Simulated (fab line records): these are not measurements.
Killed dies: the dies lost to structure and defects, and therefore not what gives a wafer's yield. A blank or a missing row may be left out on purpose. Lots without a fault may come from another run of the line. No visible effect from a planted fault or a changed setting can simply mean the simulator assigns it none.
Which tool is to blame?    flow sky130    Sampling: 11 lots, 33 wafers, 5 of 708 route steps

WHAT THE GAUGES SHOWED, per wafer
SKY_LDD_HVN_TW_MEAS_10. Usual: LDD_HVN_TW typically reads 1430, with standard deviation 22.
lot   measured      on            LDD_HVN_TW      flag
L446  day 19 16:48  filmMetro-04  1445 1442 1446  
L447  day 19 21:12  filmMetro-04  1446 1439 1448  
L449  day 20 19:41  filmMetro-04  1446 1448 1446  
L450  day 21 03:40  filmMetro-01  1423 1410 1415  
L452  day 22 10:51  filmMetro-02  1435 1443 1437  
L455  day 23 05:57  filmMetro-04  1450 1451 1446  
L462  day 25 20:30  filmMetro-01  1403 1407 1407  
L463  day 26 05:30  filmMetro-04  1445 1440 1446  
L464  day 26 13:52  filmMetro-04  1449 1453 1450  
L469  day 28 20:36  filmMetro-04  1448 1447 1450  
L468  day 28 23:55  filmMetro-01  1391 1392 1378  

SKY_SD_N_RS_MEAS_16: measurement is done with a four-point probe. Usual: SD_N_RS typically reads 68.56 ohm/sq, with standard deviation 0.11.
lot   measured      on            SD_N_RS (ohm/sq)   flag
L446  day 27 09:31  filmMetro-04  68.53 68.50 68.36  
L447  day 27 11:35  filmMetro-04  68.44 68.55 68.50  
L449  day 28 09:54  filmMetro-01  68.73 68.71 68.61  
L450  day 28 15:51  filmMetro-04  68.67 68.69 68.66  
L452  day 29 21:32  filmMetro-04  68.71 68.56 68.50  
L455  day 30 15:10  filmMetro-04  68.70 68.69 68.45  
L462  day 33 00:36  filmMetro-04  68.90 68.93 69.03  OFF
L463  day 33 07:58  filmMetro-04  68.47 68.49 68.41  
L464  day 33 16:03  filmMetro-04  69.13 69.12 69.16  OFF
L469  day 35 18:05  filmMetro-02  68.73 68.70 68.60  
L468  day 35 22:16  filmMetro-02  68.49 68.50 68.53  

TOOL THAT RAN EACH LOT (tool first, then ch and the chambers of the sampled wafers, then the start)
lot   SKY_SPACER_ETCHBACK_02             SKY_SD_N_IMPLANT_09              SKY_SD_N_STRIP_11
L446  rieDiel-01 ch 1,2, day 22 10:13    implanter-04 ch 0, day 27 08:50  plasmaAsher-02 ch 0,1, day 27 09:08
L447  rieDiel-04 ch 0,2,3, day 22 12:59  implanter-03 ch 0, day 27 10:55  plasmaAsher-01 ch 0,1, day 27 11:10
L449  rieDiel-02 ch 0,2,3, day 23 11:56  implanter-04 ch 0, day 28 09:13  plasmaAsher-04 ch 0,1, day 28 09:29
L450  rieDiel-04 ch 0,2, day 23 18:44    implanter-04 ch 0, day 28 15:10  plasmaAsher-01 ch 0,1, day 28 15:28
L452  rieDiel-04 ch 0,1,2, day 25 00:07  implanter-04 ch 0, day 29 20:50  plasmaAsher-02 ch 0,1, day 29 21:08
L455  rieDiel-04 ch 0,1,3, day 25 19:35  implanter-03 ch 0, day 30 14:29  plasmaAsher-02 ch 0,1, day 30 14:47
L462  rieDiel-01 ch 0,1,3, day 28 08:23  implanter-04 ch 0, day 32 23:55  plasmaAsher-01 ch 0,1, day 33 00:13
L463  rieDiel-01 ch 0,2, day 28 16:00    implanter-02 ch 0, day 33 07:17  plasmaAsher-02 ch 0, day 33 07:35
L464  rieDiel-04 ch 0,3, day 29 00:48    implanter-04 ch 0, day 33 15:22  plasmaAsher-01 ch 1, day 33 15:38
L469  rieDiel-01 ch 0,1, day 31 06:30    implanter-02 ch 0, day 35 17:23  plasmaAsher-01 ch 0,1, day 35 17:41
L468  rieDiel-04 ch 0,2, day 31 10:09    implanter-02 ch 0, day 35 21:35  plasmaAsher-04 ch 0,1, day 35 21:53
- SKY_SPACER_ETCHBACK_02: etches Si3N4 in CH3F/O2, stops on SiO2, time 46.7 s, target depth 45 nm.
- SKY_SD_N_IMPLANT_09
- SKY_SD_N_STRIP_11: strips in O2/N2.

AS READ BY THE TOOLS THEMSELVES (means over the sampled wafers that have a number; for cases with no such wafer, the mark the record gives instead)
SKY_SPACER_ETCHBACK_02. Usual: biasW 79.97 W, standard deviation 0.26; drypumpMotorCurrentA 5.5 A, standard deviation 0.41; oesProductAu 0.853 a.u., standard deviation 0.006; throttleValvePct 10.561 %, standard deviation 0.0094.
lot   tool        biasW (W)  drypumpMotorCurrentA (A)  oesProductAu (a.u.)  throttleValvePct (%)  flag
L446  rieDiel-01  79.65      6.1                       0.856                10.556                
L447  rieDiel-04  79.92      5.5                       0.862                10.557                
L449  rieDiel-02  79.78      5.5                       0.853                10.567                
L450  rieDiel-04  79.93      5.7                       0.846                10.557                
L452  rieDiel-04  79.69      5.4                       0.851                10.561                
L455  rieDiel-04  79.90      5.2                       0.857                10.565                
L462  rieDiel-01  80.39      5.5                       0.854                10.562                
L463  rieDiel-01  80.07      5.8                       0.860                10.560                
L464  rieDiel-04  79.94      5.5                       0.852                10.561                
L469  rieDiel-01  79.85      5.6                       0.849                10.565                
L468  rieDiel-04  80.09      5.7                       0.853                10.562                

SKY_SD_N_IMPLANT_09. Usual: doseIonsCm2 4.001e+15, standard deviation 4.3e+12; tiltDeg 0.001 degrees, standard deviation 0.019.
lot   tool          doseIonsCm2  tiltDeg (degrees)  flag
L446  implanter-04  4.004e+15    0.019              
L447  implanter-03  3.998e+15    0.003              
L449  implanter-04  3.999e+15    -0.001             
L450  implanter-04  4.006e+15    0.007              
L452  implanter-04  4.001e+15    -0.004             
L455  implanter-03  3.997e+15    -0.007             
L462  implanter-04  3.734e+15    -0.015             OFF
L463  implanter-02  4.003e+15    0.024              
L464  implanter-04  3.737e+15    0.002              OFF
L469  implanter-02  4.000e+15    0.019              
L468  implanter-02  4.004e+15    0.030              

SKY_SD_N_STRIP_11. Usual: drypumpMotorCurrentA 5.7 A, standard deviation 0.44; oesProductAu 0.527 a.u., standard deviation 0.0051; stripTimeToEndpointS 22.55 s, standard deviation 0.045.
lot   tool            drypumpMotorCurrentA (A)  oesProductAu (a.u.)  stripTimeToEndpointS (s)  flag
L446  plasmaAsher-02  5.9                       0.528                22.65                     
L447  plasmaAsher-01  5.5                       0.523                22.55                     
L449  plasmaAsher-04  5.9                       0.526                22.51                     
L450  plasmaAsher-01  5.5                       0.526                22.62                     
L452  plasmaAsher-02  5.9                       0.530                22.54                     
L455  plasmaAsher-02  6.1                       0.524                22.57                     
L462  plasmaAsher-01  5.2                       0.535                22.32                     OFF
L463  plasmaAsher-02  6.4                       0.527                22.55                     
L464  plasmaAsher-01  5.7                       0.526                22.31                     OFF
L469  plasmaAsher-01  5.2                       0.523                22.46                     
L468  plasmaAsher-04  5.9                       0.526                22.54                     

THE ANSWER, worked out from the rows above alone
Rule: a lot counts as off when the mean over its wafers that have a number is more than 3 standard deviations away from the usual mean. Also off: a lot with no number at a reading for which 4 or more lots have one. All remaining lots with rows at the step are treated as sound. Order of review: gauges by route order, followed by the tools' own readings, for which a lot's mean as printed above is used. The first step at which some lot is off is used, and at that step the reading that is off furthest; a lot without a number counts as furthest.
Off: L462, L464, seen at SKY_SD_N_RS_MEAS_16 (SD_N_RS).
If a tool, at a process step before that reading, ran all the lots that are off and no sound lot after the first of them, it fits. Not tried: the gauges at SKY_SD_N_RS_MEAS_16; whatever is off there is also off at SKY_SD_N_IMPLANT_09, on other tools, and gauge error can't account for it. One fits: implanter-04 at SKY_SD_N_IMPLANT_09. A fault onset in the window from L452 (day 29 20:50, its last sound lot) to L462 (day 32 23:55, its first lot off) fits.
On the lots that are off, the tool's own readings at SKY_SD_N_IMPLANT_09 differ by more than 5 times the standard deviation of the sound lots' means, which bears it out; doseIonsCm2 reads 3.736e+15 there versus 4.001e+15 on the sound lots.

WHAT THE SIMULATOR HAD INSERTED
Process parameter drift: implanter-04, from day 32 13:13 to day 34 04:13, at SKY_SD_N_IMPLANT_09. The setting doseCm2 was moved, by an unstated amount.
Lots struck among those shown: L462, L464. The same result came from the rule above.
